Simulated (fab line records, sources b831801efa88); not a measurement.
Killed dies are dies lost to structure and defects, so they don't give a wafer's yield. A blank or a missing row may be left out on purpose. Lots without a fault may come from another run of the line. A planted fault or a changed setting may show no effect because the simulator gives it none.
Problem report in the 8D (eight disciplines) form, filled by code | flow gf180mcu | the parts of the form that need people (team, actions taken, sign-off) are left out

1. THE PROBLEM
STI_CVD_23_THK at GF_STI_THK_MEAS_24 reads a mean of 848 nm on 4 wafers of 2 lots; wafers without a fault read 651 nm with a standard deviation of 6.5. That is +30 standard deviations from the usual mean.
First seen on wafer L102.1, day 5 14:05, on film_metro-03. The record holds 36 wafers of 12 lots with a number at this step. Rule for "out", or "out of limits": more than 4 standard deviations from the usual mean. The other wafers with a number count as sound.

2. WHAT IT IS AND WHAT IT IS NOT
question                    | is                             | is not
which readings at this step | STI_CVD_23_THK                 | -
which lots                  | L102, L104                     | L105, L108, L109, L987, L988, L989, L990, L993, L994, L996
which wafers of those lots  | L102.1, L102.2, L104.1, L104.2 | L102.5, L104.5
read on which gauges        | film_metro-03, film_metro-04   | film_metro-02
when                        | from day 5 14:05               | up to then (22 sound wafers); but 10 sound wafers of L104, L105, L108, L109 came after

3. SUSPECTS, AND WHAT RULES EACH OUT
Counting: a tool at a process step up to the reading stays a suspect if it ran every lot that is out. Sound lots after the first of them don't rule it out here, since some wafers of a struck lot are sound.
- the gauge at GF_STI_THK_MEAS_24: ruled out. The wafers that are out were read on 2 gauges (film_metro-03, film_metro-04).
- hdpcvd-02 at GF_STI_CVD_23 (deposits SiO2, target thk 650 nm, time 108.3 s): kept. It ran every lot that is out, first L102 (day 5 14:01); its last sound lot up to then is L996 (day 4 08:17).
Left after counting: hdpcvd-02 at GF_STI_CVD_23.

4. THE CAUSE (what the simulator had put in)
Process parameter drift: hdpcvd-02, from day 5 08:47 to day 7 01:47, at GF_STI_CVD_23. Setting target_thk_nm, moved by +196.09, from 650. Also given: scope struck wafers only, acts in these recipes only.
Counting left only this tool.

5. THE CHAIN OF EFFECTS, in route order
Each row: a reading whose mean over the struck wafers that have a number lies more than 3 standard deviations from the usual. Only readings for which the record gives a usual standard deviation are gone through. hours: the time from each lot's start at the first step in this table that gives one to its start at this step, as a median over the lots. sigmas: the change in usual standard deviations.
hours | step               | reading            | usual  | on struck wafers | change | sigmas
0     | GF_STI_THK_MEAS_24 | STI_CVD_23_THK     | 651 nm | 848              | +198   | +30
0     | GF_STI_CMP_25      | time_to_endpoint_s | 120 s  | 146              | +26    | +4.4
The process steps in it:
- GF_STI_CMP_25: polishes, stops on Si3N4, t overpolish 33 s, target thk 524.6 nm.

6. WHAT WOULD HAVE CAUGHT IT SOONER
In this record the first reading out of limits at a measuring or inspecting step was taken at day 5 14:05, 5 hours after the fault began at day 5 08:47.
Of the lots that are out (2), L104 began GF_STI_CVD_23 on hdpcvd-02 after day 5 14:05. A hold on the tool at that time would have spared it.
